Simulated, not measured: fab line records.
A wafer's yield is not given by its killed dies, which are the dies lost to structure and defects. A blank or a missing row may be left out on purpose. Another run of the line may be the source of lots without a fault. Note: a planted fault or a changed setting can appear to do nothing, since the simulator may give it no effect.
The tool behind it: which one? || flow sky130 || 11 lots, 33 wafers sampled, at 2 steps of a route of 708

WHAT THE GAUGES READ, wafer by wafer
SKY_CAP2M_THK_MEAS_04: measures by xrf.
{"lot": "L615", "measured": "day 39 12:01", "on": "film metro-03", "CAP2M_TIN_THK (nm)": "199.9 205.2 202.9"}
{"lot": "L617", "measured": "day 40 13:17", "on": "film metro-03", "CAP2M_TIN_THK (nm)": "200.7 200.7 199.8"}
{"lot": "L620", "measured": "day 41 06:59", "on": "film metro-02", "CAP2M_TIN_THK (nm)": "204.4 203.7 202.5"}
{"lot": "L625", "measured": "day 42 19:42", "on": "film metro-01", "CAP2M_TIN_THK (nm)": "201.0 202.2 199.6"}
{"lot": "L626", "measured": "day 43 02:34", "on": "film metro-01", "CAP2M_TIN_THK (nm)": "202.6 204.3 201.7"}
{"lot": "L629", "measured": "day 43 22:52", "on": "film metro-03", "CAP2M_TIN_THK (nm)": "201.9 201.3 200.3"}
{"lot": "L632", "measured": "day 44 16:48", "on": "film metro-01", "CAP2M_TIN_THK (nm)": "202.4 203.2 203.7"}
{"lot": "L633", "measured": "day 44 19:53", "on": "film metro-02", "CAP2M_TIN_THK (nm)": "199.9 201.9 201.0"}
{"lot": "L634", "measured": "day 45 05:41", "on": "film metro-03", "CAP2M_TIN_THK (nm)": "200.7 201.3 202.1"}
{"lot": "L637", "measured": "day 46 01:01", "on": "film metro-03", "CAP2M_TIN_THK (nm)": "199.9 201.8 202.2"}
{"lot": "L638", "measured": "day 46 06:09", "on": "film metro-03", "CAP2M_TIN_THK (nm)": "200.7 200.4 201.9"}

WHAT TOOL EACH LOT RAN ON (gives the tool, then ch and the chambers of the sampled wafers, and finally the start)
{"lot": "L615", "SKY_METAL4_SPUTTER_01": "pvd sputter-01, day 39 11:33"}
{"lot": "L617", "SKY_METAL4_SPUTTER_01": "pvd sputter-03, day 40 12:49"}
{"lot": "L620", "SKY_METAL4_SPUTTER_01": "pvd sputter-01, day 41 06:33"}
{"lot": "L625", "SKY_METAL4_SPUTTER_01": "pvd sputter-01, day 42 19:15"}
{"lot": "L626", "SKY_METAL4_SPUTTER_01": "pvd sputter-01, day 43 02:06"}
{"lot": "L629", "SKY_METAL4_SPUTTER_01": "pvd sputter-01, day 43 22:25"}
{"lot": "L632", "SKY_METAL4_SPUTTER_01": "pvd sputter-01, day 44 16:21"}
{"lot": "L633", "SKY_METAL4_SPUTTER_01": "pvd sputter-01, day 44 19:25"}
{"lot": "L634", "SKY_METAL4_SPUTTER_01": "pvd sputter-02, day 45 05:14"}
{"lot": "L637", "SKY_METAL4_SPUTTER_01": "pvd sputter-01, day 46 00:33"}
{"lot": "L638", "SKY_METAL4_SPUTTER_01": "pvd sputter-02, day 46 05:42"}
- SKY_METAL4_SPUTTER_01: material TiN, target thk 20 nm, time 16.7 s.

THE ANSWER, worked out from the rows above alone
Rule: the lots themselves supply what counts as usual. Put in order of their means at a reading, lots are off if they are a third of the lots or fewer, leave a main group of 4 or more, and stand apart from it by a gap of 3 or more times the standard deviation of the main group's means; of several such gaps the widest counts. Not used: any main group whose means are identical at the precision the tables above print for the reading. Also off: a lot with no number at a reading for which 4 or more lots have one. The other lots that the step has rows for count as sound.
Nothing can be told from this: no lot is off at any reading shown.

WHAT THE SIMULATOR HAD INSERTED
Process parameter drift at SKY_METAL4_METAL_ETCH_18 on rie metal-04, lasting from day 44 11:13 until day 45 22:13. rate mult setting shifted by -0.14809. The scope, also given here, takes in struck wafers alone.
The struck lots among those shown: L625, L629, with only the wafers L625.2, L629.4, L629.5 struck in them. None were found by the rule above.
